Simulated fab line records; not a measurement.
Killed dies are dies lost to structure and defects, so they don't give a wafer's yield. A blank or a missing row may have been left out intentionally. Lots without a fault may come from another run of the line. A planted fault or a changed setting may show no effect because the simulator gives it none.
One fault seen from 2 desks	flow gf180mcu	numbers are kept per desk, each desk with only its own; the story behind them comes last

## THE TOOL OWNER'S DESK: pvd-sputter-04
The tool's own readings at GF_V3_SPUTTER_21 (material Ti, target thk 15 nm, time 80.02 s): means of the sampled wafers that have a number, for each lot that ran on this tool. The brackets show how far a lot's mean lies from the usual mean; more than 4 standard deviations puts the lot out of limits, marked OUT.
Columns: A = chamber-pressure-pa at GF_V3_SPUTTER_21, usual 4.999 Pa; B = throttle-valve-pct at GF_V3_SPUTTER_21, usual 30.1 %
lot	first seen here	A	B
L596	day 23 04:32	5.001	30.0
L595	day 23 09:46	5.000	29.8
L597	day 23 13:10	5.004	29.6
L603	day 26 04:41	5.004	29.4
L604	day 26 06:14	5.000	30.0
L608	day 27 09:47	5.010	29.8
L616	day 29 19:42	4.920 (-8.2) OUT	30.1
This desk finds L616 out of limits, L616 being first, at day 29 19:42 (chamber-pressure-pa at GF_V3_SPUTTER_21). L596, L595, L597, L603, L604, L608: within limits.

## AT THE METROLOGY DESK
Means of the sampled wafers that have a number, per lot and without regard to the tool the lot ran on: this is what the gauges read. The brackets show how far a lot's mean lies from the usual mean; more than 4 standard deviations puts the lot out of limits, marked OUT.
Columns: A = V3_BOW at GF_V3_BOW_MEAS_05, usual 116 um
lot	first seen here	A
L593	day 21 02:55	113
L596	day 22 04:59	116
L595	day 22 10:05	119
L597	day 22 13:36	131
L599	day 23 23:53	124
L600	day 24 01:19	123
L602	day 24 12:55	124
L603	day 25 06:04	117
L604	day 25 07:45	109
L605	day 25 15:13	130
L606	day 25 22:01	114
L608	day 26 11:58	117
L616	day 29 00:01	122
Result from this desk: across the 13 lots, nothing is out of limits.

## TAKEN TOGETHER
On L616, at day 29 19:42, an alarm was possible from the tool owner's desk.
From the metrology desk's view, nothing was out of limits.
The metrology desk holds a record of L616, inside its limits.
On pvd-sputter-04, each named lot ran GF_V3_SPUTTER_21.

## WHAT THE SIMULATOR PUT IN
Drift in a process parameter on pvd-sputter-04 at GF_V3_SPUTTER_21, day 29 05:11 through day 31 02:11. The setting chamber-pressure-pa was moved by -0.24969, starting from 5. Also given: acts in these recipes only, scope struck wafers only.
Lots struck among those shown: L616.
Each desk's first reading out of limits, in hours after the fault started: the tool owner's desk, 15.
